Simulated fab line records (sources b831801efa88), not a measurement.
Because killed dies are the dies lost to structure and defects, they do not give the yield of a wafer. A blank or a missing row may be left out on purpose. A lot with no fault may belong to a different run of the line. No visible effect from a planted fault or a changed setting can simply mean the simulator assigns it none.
Chamber matching + flow sky130 + SKY_PAD_OPEN_ETCH_07 on rie-diel-01 has 4 sister chambers
The step etches the open film in CF4/O2, stops on AlCu, target depth 725 nm, time 161.1 s. 4 wafers are shown with their chamber, then 12 later ones without.

== EACH WAFER AND ITS CHAMBER ==
| wafer  | chamber | drypump-motor-current-A (A) |
|--------|---------|-----------------------------|
| L084.3 | 3       | 6.1                         |
| L087.1 | 2       | 5.8                         |
| L087.3 | 0       | 5.3                         |
| L087.4 | 1       | 5.6                         |

== WAFERS WITH NO CHAMBER GIVEN ==
| wafer  | drypump-motor-current-A (A) |
|--------|-----------------------------|
| L090.1 | 5.8                         |
| L090.4 | 5.6                         |
| L090.6 | 5.7                         |
| L092.2 | 5.3                         |
| L092.3 | 6.1                         |
| L092.4 | 5.8                         |
| L093.3 | 5.6                         |
| L093.4 | 6.1                         |
| L093.5 | 5.3                         |
| L097.4 | 5.3                         |
| L097.5 | 5.8                         |
| L097.6 | 5.6                         |

== EACH ONE'S CHAMBER ==
| wafer  | from the rows above     | in truth |
|--------|-------------------------|----------|
| L090.1 | 2                       | 2        |
| L090.4 | 1                       | 1        |
| L090.6 | can't be placed: 2 or 1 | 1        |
| L092.2 | 0                       | 0        |
| L092.3 | 3                       | 3        |
| L092.4 | 2                       | 2        |
| L093.3 | 1                       | 1        |
| L093.4 | 3                       | 3        |
| L093.5 | 0                       | 0        |
| L097.4 | 0                       | 0        |
| L097.5 | 2                       | 2        |
| L097.6 | 1                       | 1        |
Correctly placed: 11 of 12. Unplaceable from these rows: 1, with the true chamber sitting among the candidates in 1. Wrongly placed: 0.
How it was worked out, from the rows above alone: a wafer's distance from a chamber is the root of the sum, over the readings, of the square of ((its reading less the chamber's mean) divided by the reading's scatter). The wafer belongs to the nearest chamber; if the next one is less than 2 further off, it can't be placed. The mean given for a chamber averages the wafers shown for that chamber. The scatter: root of mean squared gap, hidden wafer to nearest shown wafer, with one shown wafer a chamber.
